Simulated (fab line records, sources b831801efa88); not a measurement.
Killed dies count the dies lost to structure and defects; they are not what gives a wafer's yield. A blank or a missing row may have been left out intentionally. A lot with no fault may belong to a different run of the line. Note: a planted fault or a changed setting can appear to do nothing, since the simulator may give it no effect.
Comparing a struck lot with a sound one || flow gf180mcu || 16 out of 602 route steps
Sound: the wafers L726.1, L726.2, L726.5. The struck wafers were L735.1, L735.5, L735.6. The cause comes at the end.
For every step that has rows: the tool of each side, followed by ch and its chambers, followed by its first start. Under that, the readings that differ: sound wafers || struck wafers || difference of the means || sigmas: that difference in standard deviations of wafers without a fault.
alike: readings whose means differ by less than 2 such deviations, and words and numbers that are the same on both sides. not compared: withheld readings, readings that some wafer has no value for, bounds like >300 that may hide the same value, and numbers for which the record gives no deviation and whose values overlap.
Wherever a step has rows on one side only, a row that says differs or no value, or a row with sigmas, the two part there. Numbers that don't overlap but have no deviation are shown without sigmas and don't part them. A reading that every wafer of one side lacks parts them only if that side has two wafers or more.

first, 4 steps without rows for these wafers: GF_VT_IMPLANT_SOFTBAKE_14 (time 60 s); GF_VT_IMPLANT_EXPOSE_15 (exposes mask Nwell LV AREA, target cd 860 nm); GF_VT_IMPLANT_PEB_16; GF_VT_IMPLANT_DEVELOP_17 (develop time 60 s).
GF_VT_IMPLANT_OVL_MEAS_18:
  struck on overlay-01, day 8 22:18; sound on overlay-01, day 6 14:48
  alike: VT_IMPLANT_01_OVL
then, 1 step without rows for these wafers: GF_VT_IMPLANT_IMPLANT_19.
GF_VT_IMPLANT_STRIP_20: strips in O2/N2.
  sound on plasma asher-04 ch 0,1, day 6 14:59; struck on plasma asher-02 ch 0,1, day 8 22:29
  alike: drypump motor current A, heater power w, oes product au, strip time to endpoint s
  not compared: rf hours counter h
GF_VT_IMPLANT_TW_MEAS_21:
  struck on film metro-01, day 8 22:35; sound on film metro-02, day 6 15:05
  alike: VT_IMPLANT_2_TW
then, 4 steps without rows for these wafers: GF_VT_IMPLANT_DEHYDRATE_22 (time 60 s); GF_VT_IMPLANT_HMDS_23 (prime time 60 s); GF_VT_IMPLANT_COAT_24 (resist thk 1000 nm); GF_VT_IMPLANT_SOFTBAKE_25 (time 60 s).
GF_VT_IMPLANT_EXPOSE_26: exposes mask LVPWELL HV AREA, target cd 860 nm.
  sound on iline stepper-02 ch 0, day 6 22:47; struck on iline stepper-02 ch 0, day 9 07:20
{"reading": "model.VT_IMPLANT.overlay x nm (nm)", "sound": "0.2065 0.2065 0.2065", "struck": "177.4 177.4 177.4", "difference": "+177.2", "sigmas": ""}
  alike: mask, stage vel mm s
then, 2 steps without rows for these wafers: GF_VT_IMPLANT_PEB_27; GF_VT_IMPLANT_DEVELOP_28 (develop time 60 s).
GF_VT_IMPLANT_OVL_MEAS_29:
  struck on overlay-01, day 9 15:52; sound on overlay-02, day 7 06:34
{"reading": "VT_IMPLANT_02_OVL (nm)", "sound": "2.6 0.7 0.3", "struck": "175.7 176.0 176.9", "difference": "+175.0", "sigmas": "+99 or more"}
  not compared: hold

WHERE THEY PART
Only at GF_VT_IMPLANT_OVL_MEAS_29, as far as this record shows.

WHY: what had been put in by the simulator
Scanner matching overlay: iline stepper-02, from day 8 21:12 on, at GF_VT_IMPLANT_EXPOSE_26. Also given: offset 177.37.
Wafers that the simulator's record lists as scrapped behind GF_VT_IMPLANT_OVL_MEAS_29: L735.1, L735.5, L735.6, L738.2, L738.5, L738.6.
